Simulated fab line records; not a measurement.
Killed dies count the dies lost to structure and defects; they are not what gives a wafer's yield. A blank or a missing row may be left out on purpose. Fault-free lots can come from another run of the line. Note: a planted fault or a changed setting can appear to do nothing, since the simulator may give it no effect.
fab line records	flow sky130	part 1 of 2: steps 1 to 36 of 47
record lots=5	wafers=15	lastDay=48
route steps=708 shown VT_ADJUST_NCORE@130 VT_ADJUST_HVTR@131 VT_ADJUST_PCH@143 SONOS_TUNNEL@154 SONOS_ONO@168
lots untouched by any fault: they come from a run of this same line in which no faults occurred
startH: start of the lot's first displayed wafer, in hours after the record's first day	waitH: hours from the lot's prior step to this one	" same as the row above	L1.1+2: a single row standing in for several wafers	- value missing, or start not given	* or withheld: withheld	< > ~ a bound
route shown NAME@n: a module of which the file shows steps, and the number in the route of the first	usual: the fault-free wafers' mean and standard deviation	same: alike in all rows	chamber/n: place in a boat	sites: readings site by site	_std_site: standard deviation of those values	_edge_site: inner sites' mean taken away from outer sites' mean	radiusMm: for every site, how far away it sits from the centre of the wafer	mask NAME#n: copy n	behind: tool/chamber where the wafer was last shaped	hold: cause of the lot's hold/its duration in hours/its outcome	device: which transistor (n, p or np) failed to switch	end of line: tests of these same wafers at the route's end	a step given without rows: its recipe and nothing more	killed: dies that structure and defects cost at the first sort, which is not the same as the wafer's yield	map: the dies of a wafer, with x for killed, . for not killed, _ for no die there
set.NAME: the setting the step ran with; set.NAME@STEP: the setting that earlier step ran with	model.NAME: the simulator's own value behind a step, which no gauge read
certain route steps with their lots: each step a table, each wafer a row
services: from which hour (startH, from the record's first day; less than 0 if before it) a tool's chamber was out of use, for how many hours, and why
## steps
# step SKY_VT_ADJUST_NCORE_TW_MEAS_11
# usual VT_ADJUST_NCORE_TW=219.9/1.4
lot.wafer	tool	chamber	startH	waitH	VT_ADJUST_NCORE_TW
L082.2	filmMetro-04	-	235.02	0.1	220.5
L082.3	"	-	"	"	220.4
L082.6	"	-	"	"	221.2
L081.1	filmMetro-02	-	236.32	0.1	220.6
L081.4	"	-	"	"	220.9
L081.6	"	-	"	"	219.8
L084.3	filmMetro-01	-	250.19	0.1	217.7
L084.5	"	-	"	"	216.5
L084.6	"	-	"	"	218.2
L089.2	filmMetro-04	-	280.22	0.1	219.7
L089.4	"	-	"	"	220.5
L089.6	"	-	"	"	220.3
L092.1	filmMetro-02	-	305.71	0.1	220.7
L092.3	"	-	"	"	222.3
L092.4	"	-	"	"	221.6
# step SKY_VT_ADJUST_HVTR_DEHYDRATE_00
# recipe tempC=200	timeS=60
lot.wafer	tool	chamber	startH	waitH
L082.2+3+6	lithoTrack-03	0	245.50	10.5
L081.1+4+6	lithoTrack-04	0	246.52	10.2
L084.3+5+6	lithoTrack-04	0	261.82	11.6
L089.2+4+6	lithoTrack-01	0	292.28	12.0
L092.1+3+4	lithoTrack-03	0	318.07	12.4
# step SKY_VT_ADJUST_HVTR_HMDS_01
# recipe primeTimeS=60	primeTempC=120
lot.wafer	tool	chamber	startH	waitH
L082.2+3+6	lithoTrack-03	0	245.65	0.1
L081.1+4+6	lithoTrack-04	0	246.67	0.1
L084.3+5+6	lithoTrack-04	0	261.97	0.1
L089.2+4+6	lithoTrack-01	0	292.43	0.1
L092.1+3+4	lithoTrack-03	0	318.22	0.1
# step SKY_VT_ADJUST_HVTR_COAT_02
# recipe resist=NOVOLAK	spinRpm=3000	resistThkNm=1140
lot.wafer	tool	chamber	startH	waitH
L082.2+3+6	lithoTrack-03	0	245.80	0.1
L081.1+4+6	lithoTrack-04	0	246.82	0.1
L084.3+5+6	lithoTrack-04	0	262.12	0.1
L089.2+4+6	lithoTrack-01	0	292.58	0.1
L092.1+3+4	lithoTrack-03	0	318.37	0.1
# step SKY_VT_ADJUST_HVTR_SOFTBAKE_03
# recipe tempC=90	timeS=60	resist=NOVOLAK
lot.wafer	tool	chamber	startH	waitH
L082.2+3+6	lithoTrack-03	0	245.95	0.1
L081.1+4+6	lithoTrack-04	0	246.97	0.1
L084.3+5+6	lithoTrack-04	0	262.27	0.1
L089.2+4+6	lithoTrack-01	0	292.73	0.1
L092.1+3+4	lithoTrack-03	0	318.52	0.1
# step SKY_VT_ADJUST_HVTR_EXPOSE_04
# recipe maskId=HVTRM	targetCdNm=380	na=0.6	sourceShape=conventional	sigmaOuter=0.6	doseMj=150
lot.wafer	tool	chamber	startH	waitH	mask
L082.2+3+6	ilineStepper-01	0	-	-	HVTRM#0
L081.1+4+6	ilineStepper-02	0	-	-	HVTRM#0
L084.3+5+6	ilineStepper-02	0	-	-	HVTRM#0
L089.2+4+6	ilineStepper-01	0	-	-	HVTRM#0
L092.1+3+4	ilineStepper-01	0	-	-	HVTRM#0
# step SKY_VT_ADJUST_HVTR_PEB_05
# recipe tempC=withheld	timeS=*	resist=NOVOLAK
lot.wafer	tool	chamber	startH	waitH
L082.2+3+6	lithoTrack-03	0	-	-
L081.1+4+6	lithoTrack-03	0	-	-
L084.3+5+6	lithoTrack-01	0	-	-
L089.2+4+6	lithoTrack-03	0	-	-
L092.1+3+4	lithoTrack-04	0	-	-
# step SKY_VT_ADJUST_HVTR_DEVELOP_06
# recipe developTimeS=60	devTempC=23
# usual developerTempC=22.97/0.13
lot.wafer	tool	chamber	startH	waitH	developerTempC
L082.2	lithoTrack-03	0	257.40	0.1	22.96
L082.3	"	0	"	"	22.98
L082.6	"	0	"	"	23.08
L081.1	lithoTrack-03	0	259.12	0.1	23.13
L081.4	"	0	"	"	23.00
L081.6	"	0	"	"	23.06
L084.3	lithoTrack-01	0	272.90	0.1	23.17
L084.5	"	0	"	"	23.08
L084.6	"	0	"	"	22.78
L089.2	lithoTrack-03	0	304.05	0.1	22.72
L089.4	"	0	"	"	22.73
L089.6	"	0	"	"	22.77
L092.1	lithoTrack-04	0	331.06	0.1	23.01
L092.3	"	0	"	"	23.04
L092.4	"	0	"	"	23.14
# step SKY_VT_ADJUST_HVTR_CD_MEAS_07
# recipe targetCdNm=380
# usual cdNm=379.1/2.5
lot.wafer	tool	chamber	startH	waitH	cdNm
L082.2	cdSem-01	-	257.56	0.1	382.9
L082.3	"	-	"	"	381.6
L082.6	"	-	"	"	380.2
L081.1	cdSem-01	-	259.27	0.1	381.6
L081.4	"	-	"	"	379.4
L081.6	"	-	"	"	381.2
L084.3	cdSem-01	-	273.04	0.1	380.3
L084.5	"	-	"	"	381.5
L084.6	"	-	"	"	378.9
L089.2	cdSem-01	-	304.19	0.1	382.1
L089.4	"	-	"	"	378.6
L089.6	"	-	"	"	380.5
L092.1	cdSem-02	-	331.88	0.8	377.1
L092.3	"	-	"	"	379.5
L092.4	"	-	"	"	376.0
# step SKY_VT_ADJUST_HVTR_OVL_MEAS_08
# usual VT_ADJUST_HVTR_OVL=0.8/1.2
lot.wafer	tool	chamber	startH	waitH	VT_ADJUST_HVTR_OVL[nm]
L082.2	overlay-01	-	257.67	0.1	0.2
L082.3	"	-	"	"	2.8
L082.6	"	-	"	"	0.8
L081.1	overlay-01	-	259.39	0.1	-0.1
L081.4	"	-	"	"	0.4
L081.6	"	-	"	"	1.0
L084.3	overlay-02	-	273.13	0.1	2.2
L084.5	"	-	"	"	1.1
L084.6	"	-	"	"	-0.3
L089.2	overlay-01	-	304.30	0.1	0.7
L089.4	"	-	"	"	0.0
L089.6	"	-	"	"	0.8
L092.1	overlay-02	-	332.00	0.1	1.6
L092.3	"	-	"	"	0.4
L092.4	"	-	"	"	1.6
# step SKY_VT_ADJUST_HVTR_IMPLANT_09
# recipe species=B	energyKev=10	doseCm2=2.1e+12	tiltDeg=withheld
lot.wafer	tool	chamber	startH	waitH
L082.2+3+6	implanter-01	0	257.73	0.0
L081.1+4+6	implanter-01	0	259.43	0.0
L084.3+5+6	implanter-03	0	273.21	0.1
L089.2+4+6	implanter-01	0	304.35	0.0
L092.1+3+4	implanter-01	0	332.04	0.0
# step SKY_VT_ADJUST_HVTR_STRIP_10
# recipe chemistry=O2/N2	powerW=1400	pressureMtorr=1500	platenTempC=withheld	o2FlowSccm=3000	n2FlowSccm=300	overashFraction=0.5
# usual drypumpMotorCurrentA=5.7/0.55	oesProductAu=0.715/0.0042	stripTimeToEndpointS=14.17/0.038
lot.wafer	tool	chamber	startH	waitH	drypumpMotorCurrentA	oesProductAu	rfHoursCounterH	stripTimeToEndpointS
L082.2	plasmaAsher-01	0	257.85	0.1	6.0	0.717	15	14.16
L082.3	"	1	"	"	5.4	0.722	-	14.17
L082.6	"	0	"	"	6.0	0.714	-	14.12
L081.1	plasmaAsher-01	1	259.58	0.1	5.4	0.718	15	14.19
L081.4	"	1	"	"	5.3	0.714	-	14.19
L081.6	"	1	"	"	5.3	0.712	-	14.18
L084.3	plasmaAsher-04	1	273.34	0.1	5.0	0.712	-	14.12
L084.5	"	1	"	"	5.0	0.715	-	14.15
L084.6	"	0	"	"	6.7	0.717	-	14.10
L089.2	plasmaAsher-02	0	304.48	0.1	5.7	0.715	62	14.17
L089.4	"	0	"	"	5.6	0.717	-	14.15
L089.6	"	0	"	"	5.6	0.712	-	14.22
L092.1	plasmaAsher-02	1	332.19	0.1	5.7	0.713	65	14.15
L092.3	"	1	"	"	5.7	0.707	-	14.17
L092.4	"	0	"	"	5.6	0.716	-	14.19
# step SKY_VT_ADJUST_HVTR_TW_MEAS_11
# usual VT_ADJUST_HVTR_TW=210.5/1.4
lot.wafer	tool	chamber	startH	waitH	VT_ADJUST_HVTR_TW
L082.2	filmMetro-02	-	257.96	0.1	213.6
L082.3	"	-	"	"	213.7
L082.6	"	-	"	"	212.0
L081.1	filmMetro-03	-	259.68	0.1	210.6
L081.4	"	-	"	"	210.4
L081.6	"	-	"	"	210.3
L084.3	filmMetro-03	-	273.43	0.1	210.3
L084.5	"	-	"	"	210.6
L084.6	"	-	"	"	209.7
L089.2	filmMetro-02	-	304.59	0.1	212.4
L089.4	"	-	"	"	212.6
L089.6	"	-	"	"	213.9
L092.1	filmMetro-01	-	332.29	0.1	211.5
L092.3	"	-	"	"	211.3
L092.4	"	-	"	"	210.8
# step SKY_VT_ADJUST_PCH_DEHYDRATE_00
# recipe tempC=200	timeS=60
lot.wafer	tool	chamber	startH	waitH
L082.2+3+6	lithoTrack-01	0	268.93	11.0
L081.1+4+6	lithoTrack-02	0	270.47	10.8
L084.3+5+6	lithoTrack-01	0	285.55	12.1
L089.2+4+6	lithoTrack-03	0	316.65	12.0
L092.1+3+4	lithoTrack-02	0	344.37	12.1
# step SKY_VT_ADJUST_PCH_HMDS_01
# recipe primeTimeS=60	primeTempC=120
lot.wafer	tool	chamber	startH	waitH
L082.2+3+6	lithoTrack-01	0	269.08	0.1
L081.1+4+6	lithoTrack-02	0	270.62	0.1
L084.3+5+6	lithoTrack-01	0	285.70	0.1
L089.2+4+6	lithoTrack-03	0	316.80	0.1
L092.1+3+4	lithoTrack-02	0	344.52	0.1
# step SKY_VT_ADJUST_PCH_COAT_02
# recipe spinRpm=2000	resistThkNm=3000
lot.wafer	tool	chamber	startH	waitH
L082.2+3+6	lithoTrack-01	0	269.23	0.1
L081.1+4+6	lithoTrack-02	0	270.77	0.1
L084.3+5+6	lithoTrack-01	0	285.85	0.1
L089.2+4+6	lithoTrack-03	0	316.95	0.1
L092.1+3+4	lithoTrack-02	0	344.67	0.1
# step SKY_VT_ADJUST_PCH_SOFTBAKE_03
# recipe tempC=110	timeS=withheld
lot.wafer	tool	chamber	startH	waitH
L082.2+3+6	lithoTrack-01	0	269.38	0.1
L081.1+4+6	lithoTrack-02	0	270.92	0.1
L084.3+5+6	lithoTrack-01	0	286.02	0.1
L089.2+4+6	lithoTrack-03	0	317.10	0.1
L092.1+3+4	lithoTrack-02	0	344.82	0.1
# step SKY_VT_ADJUST_PCH_EXPOSE_04
# recipe maskId=NWM	na=0.6	sourceShape=conventional	sigmaOuter=0.6	polarization=unpolarized	targetCdNm=840	doseMj=255
lot.wafer	tool	chamber	startH	waitH	mask
L082.2+3+6	ilineStepper-02	0	-	-	NWM#0
L081.1+4+6	ilineStepper-01	0	-	-	NWM#0
L084.3+5+6	ilineStepper-01	0	-	-	NWM#0
L089.2+4+6	ilineStepper-01	0	-	-	NWM#0
L092.1+3+4	ilineStepper-02	0	-	-	NWM#0
# step SKY_VT_ADJUST_PCH_PEB_05
# recipe tempC=115	timeS=withheld
lot.wafer	tool	chamber	startH	waitH
L082.2+3+6	lithoTrack-02	0	-	-
L081.1+4+6	lithoTrack-02	0	-	-
L084.3+5+6	lithoTrack-03	0	-	-
L089.2+4+6	lithoTrack-03	0	-	-
L092.1+3+4	lithoTrack-02	0	-	-
# step SKY_VT_ADJUST_PCH_DEVELOP_06
# recipe wallAngleDeg=90	developer=TMAH	developTimeS=60	devTempC=23
# usual developerTempC=23.00/0.1
lot.wafer	tool	chamber	startH	waitH	developerTempC
L082.2	lithoTrack-02	0	-	-	23.05
L082.3	"	0	"	"	23.21
L082.6	"	0	"	"	23.06
L081.1	lithoTrack-02	0	-	-	23.10
L081.4	"	0	"	"	23.04
L081.6	"	0	"	"	23.02
L084.3	lithoTrack-03	0	-	-	22.91
L084.5	"	0	"	"	23.04
L084.6	"	0	"	"	22.91
L089.2	lithoTrack-03	0	-	-	22.86
L089.4	"	0	"	"	22.88
L089.6	"	0	"	"	22.83
L092.1	lithoTrack-02	0	-	-	23.00
L092.3	"	0	"	"	22.90
L092.4	"	0	"	"	23.07
# step SKY_VT_ADJUST_PCH_OVL_MEAS_07
# usual VT_ADJUST_PCH_OVL=0.3/1.6
lot.wafer	tool	chamber	startH	waitH	VT_ADJUST_PCH_OVL[nm]
L082.2	overlay-02	-	281.93	-	-0.1
L082.3	"	-	"	"	-0.7
L082.6	"	-	"	"	-1.3
L081.1	overlay-02	-	283.67	-	0.6
L081.4	"	-	"	"	1.8
L081.6	"	-	"	"	0.7
L084.3	overlay-01	-	298.08	-	1.2
L084.5	"	-	"	"	2.0
L084.6	"	-	"	"	1.2
L089.2	overlay-01	-	330.38	-	-0.3
L089.4	"	-	"	"	-0.9
L089.6	"	-	"	"	0.2
L092.1	overlay-01	-	358.72	-	-0.5
L092.3	"	-	"	"	1.4
L092.4	"	-	"	"	-2.3
# step SKY_VT_ADJUST_PCH_IMPLANT_08
# recipe species=B	energyKev=10	doseCm2=5e+11	tiltDeg=withheld
lot.wafer	tool	chamber	startH	waitH
L082.2+3+6	implanter-03	0	281.99	0.0
L081.1+4+6	implanter-02	0	283.71	0.0
L084.3+5+6	implanter-03	0	298.16	0.1
L089.2+4+6	implanter-02	0	330.43	0.0
L092.1+3+4	implanter-02	0	359.30	0.6
# step SKY_VT_ADJUST_PCH_STRIP_09
# recipe chemistry=O2/N2	powerW=1400	pressureMtorr=1500	platenTempC=withheld	o2FlowSccm=3000	n2FlowSccm=300	overashFraction=0.5
# usual drypumpMotorCurrentA=5.74/0.25	oesProductAu=0.723/0.0043	stripTimeToEndpointS=36.97/0.099
lot.wafer	tool	chamber	startH	waitH	drypumpMotorCurrentA	oesProductAu	rfHoursCounterH	stripTimeToEndpointS
L082.2	plasmaAsher-03	0	282.11	0.1	6.15	0.723	56	37.01
L082.3	"	1	"	"	5.77	0.723	-	37.06
L082.6	"	1	"	"	5.75	0.728	-	37.10
L081.1	plasmaAsher-03	0	283.86	0.1	6.11	0.721	57	37.08
L081.4	"	1	"	"	5.77	0.723	-	37.02
L081.6	"	0	"	"	6.14	0.724	-	37.10
L084.3	plasmaAsher-02	1	298.29	0.1	5.64	0.717	-	36.95
L084.5	"	1	"	"	5.68	0.726	-	36.93
L084.6	"	0	"	"	5.64	0.721	-	36.82
L089.2	plasmaAsher-01	1	330.56	0.1	5.35	0.729	22	36.91
L089.4	"	0	"	"	5.94	0.722	-	36.88
L089.6	"	0	"	"	5.97	0.722	-	36.82
L092.1	plasmaAsher-01	0	359.45	0.1	5.96	0.720	24	37.04
L092.3	"	0	"	"	5.97	0.726	-	37.00
L092.4	"	1	"	"	5.35	0.730	-	37.04
# step SKY_VT_ADJUST_PCH_TW_MEAS_10
# usual VT_ADJUST_PCH_TW=142.3/0.87
lot.wafer	tool	chamber	startH	waitH	VT_ADJUST_PCH_TW
L082.2	filmMetro-04	-	282.22	0.1	142.7
L082.3	"	-	"	"	143.2
L082.6	"	-	"	"	144.1
L081.1	filmMetro-04	-	283.96	0.1	142.8
L081.4	"	-	"	"	142.6
L081.6	"	-	"	"	142.3
L084.3	filmMetro-01	-	298.38	0.1	142.4
L084.5	"	-	"	"	141.8
L084.6	"	-	"	"	141.5
L089.2	filmMetro-01	-	330.67	0.1	142.6
L089.4	"	-	"	"	142.9
L089.6	"	-	"	"	143.3
L092.1	filmMetro-03	-	359.55	0.1	141.6
L092.3	"	-	"	"	140.6
L092.4	"	-	"	"	141.2
# step SKY_SONOS_TUNNEL_DEHYDRATE_00
# recipe tempC=200	timeS=60
lot.wafer	tool	chamber	startH	waitH
L082.2+3+6	lithoTrack-04	0	293.74	11.5
L081.1+4+6	lithoTrack-03	0	295.17	11.2
L084.3+5+6	lithoTrack-03	0	309.02	10.6
L089.2+4+6	lithoTrack-04	0	342.94	12.3
L092.1+3+4	lithoTrack-04	0	372.06	12.5
# step SKY_SONOS_TUNNEL_HMDS_01
# recipe primeTimeS=60	primeTempC=120
lot.wafer	tool	chamber	startH	waitH
L082.2+3+6	lithoTrack-04	0	293.89	0.1
L081.1+4+6	lithoTrack-03	0	295.32	0.1
L084.3+5+6	lithoTrack-03	0	309.17	0.1
L089.2+4+6	lithoTrack-04	0	343.09	0.1
L092.1+3+4	lithoTrack-04	0	372.21	0.1
# step SKY_SONOS_TUNNEL_COAT_02
# recipe resist=NOVOLAK	spinRpm=3000	resistThkNm=1140
lot.wafer	tool	chamber	startH	waitH
L082.2+3+6	lithoTrack-04	0	294.04	0.1
L081.1+4+6	lithoTrack-03	0	295.47	0.1
L084.3+5+6	lithoTrack-03	0	309.32	0.1
L089.2+4+6	lithoTrack-04	0	343.24	0.1
L092.1+3+4	lithoTrack-04	0	372.36	0.1
# step SKY_SONOS_TUNNEL_SOFTBAKE_03
# recipe tempC=90	timeS=60	resist=NOVOLAK
lot.wafer	tool	chamber	startH	waitH
L082.2+3+6	lithoTrack-04	0	294.19	0.1
L081.1+4+6	lithoTrack-03	0	295.62	0.1
L084.3+5+6	lithoTrack-03	0	309.47	0.1
L089.2+4+6	lithoTrack-04	0	343.39	0.1
L092.1+3+4	lithoTrack-04	0	372.51	0.1
# step SKY_SONOS_TUNNEL_EXPOSE_04
# recipe maskId=TUNM	na=0.6	sourceShape=conventional	sigmaOuter=0.6	polarization=unpolarized	targetCdNm=410	doseMj=136
lot.wafer	tool	chamber	startH	waitH	mask
L082.2+3+6	ilineStepper-01	0	-	-	TUNM#0
L081.1+4+6	ilineStepper-02	0	-	-	TUNM#0
L084.3+5+6	ilineStepper-01	0	-	-	TUNM#0
L089.2+4+6	ilineStepper-01	0	-	-	TUNM#0
L092.1+3+4	ilineStepper-01	0	-	-	TUNM#0
# step SKY_SONOS_TUNNEL_PEB_05
# recipe tempC=withheld	timeS=*	resist=NOVOLAK
lot.wafer	tool	chamber	startH	waitH
L082.2+3+6	lithoTrack-03	0	-	-
L081.1+4+6	lithoTrack-04	0	-	-
L084.3+5+6	lithoTrack-02	0	-	-
L089.2+4+6	lithoTrack-02	0	-	-
L092.1+3+4	lithoTrack-04	0	-	-
# step SKY_SONOS_TUNNEL_DEVELOP_06
# recipe resist=NOVOLAK	developer=TMAH	developTimeS=60	devTempC=23
# usual developerTempC=23.01/0.1
lot.wafer	tool	chamber	startH	waitH	developerTempC
L082.2	lithoTrack-03	0	305.90	0.1	22.98
L082.3	"	0	"	"	23.07
L082.6	"	0	"	"	23.07
L081.1	lithoTrack-04	0	307.51	0.1	23.07
L081.4	"	0	"	"	22.99
L081.6	"	0	"	"	23.01
L084.3	lithoTrack-02	0	322.37	0.1	22.93
L084.5	"	0	"	"	22.99
L084.6	"	0	"	"	23.02
L089.2	lithoTrack-02	0	357.05	0.1	23.16
L089.4	"	0	"	"	22.99
L089.6	"	0	"	"	22.94
L092.1	lithoTrack-04	0	386.26	0.1	22.98
L092.3	"	0	"	"	22.98
L092.4	"	0	"	"	23.12
# step SKY_SONOS_TUNNEL_CD_MEAS_07
# recipe targetCdNm=410
# usual cdNm=409.7/2.1
lot.wafer	tool	chamber	startH	waitH	cdNm
L082.2	cdSem-02	-	306.04	0.1	411.4
L082.3	"	-	"	"	411.1
L082.6	"	-	"	"	410.0
L081.1	cdSem-02	-	307.66	0.1	411.3
L081.4	"	-	"	"	409.5
L081.6	"	-	"	"	411.0
L084.3	cdSem-02	-	322.51	0.1	406.3
L084.5	"	-	"	"	407.5
L084.6	"	-	"	"	407.2
L089.2	cdSem-01	-	357.19	0.1	410.3
L089.4	"	-	"	"	412.6
L089.6	"	-	"	"	412.2
L092.1	cdSem-02	-	386.41	0.1	408.6
L092.3	"	-	"	"	410.3
L092.4	"	-	"	"	409.8
# step SKY_SONOS_TUNNEL_OVL_MEAS_08
# usual SONOS_TUNNEL_OVL=1.0/1.5
lot.wafer	tool	chamber	startH	waitH	SONOS_TUNNEL_OVL[nm]
L082.2	overlay-02	-	306.15	0.1	1.1
L082.3	"	-	"	"	1.6
L082.6	"	-	"	"	3.9
L081.1	overlay-01	-	307.78	0.1	-0.9
L081.4	"	-	"	"	1.8
L081.6	"	-	"	"	1.0
L084.3	overlay-01	-	322.61	0.1	4.1
L084.5	"	-	"	"	3.8
L084.6	"	-	"	"	4.3
L089.2	overlay-02	-	357.30	0.1	-1.6
L089.4	"	-	"	"	-0.4
L089.6	"	-	"	"	-1.3
L092.1	overlay-02	-	386.53	0.1	-0.2
L092.3	"	-	"	"	1.1
L092.4	"	-	"	"	1.7
# step SKY_SONOS_TUNNEL_IMPLANT_09
# recipe species=B	energyKev=20	doseCm2=1e+12	tiltDeg=withheld
lot.wafer	tool	chamber	startH	waitH
L082.2+3+6	implanter-02	0	306.20	0.0
L081.1+4+6	implanter-02	0	307.82	0.0
L084.3+5+6	implanter-04	0	322.68	0.1
L089.2+4+6	implanter-04	0	357.36	0.0
L092.1+3+4	implanter-01	0	386.57	0.0
# step SKY_SONOS_TUNNEL_WET_ETCH_10
# recipe chemistry=dHF	targetDepthNm=14	target=SiO2	dilution=100:1	tempC=25	timeS=280
lot.wafer	tool	chamber	startH	waitH
L082.2+3+6	wetBench-04	2	306.33	0.1
L081.1+4+6	wetBench-03	3	307.97	0.1
L084.3+5+6	wetBench-02	1	322.78	0.1
L089.2+4+6	wetBench-02	1	357.48	0.1
L092.1+3+4	wetBench-04	3	386.72	0.1
# step SKY_SONOS_TUNNEL_STRIP_11
# recipe chemistry=SPM	timeS=600	tempC=130
lot.wafer	tool	chamber	startH	waitH
L082.2+3+6	wetBench-03	0	306.42	0.0
L081.1+4+6	wetBench-03	2	308.07	0.0
L084.3+5+6	wetBench-04	1	322.87	0.0
L089.2+4+6	wetBench-04	0	357.57	0.0
L092.1+3+4	wetBench-03	0	386.81	0.0
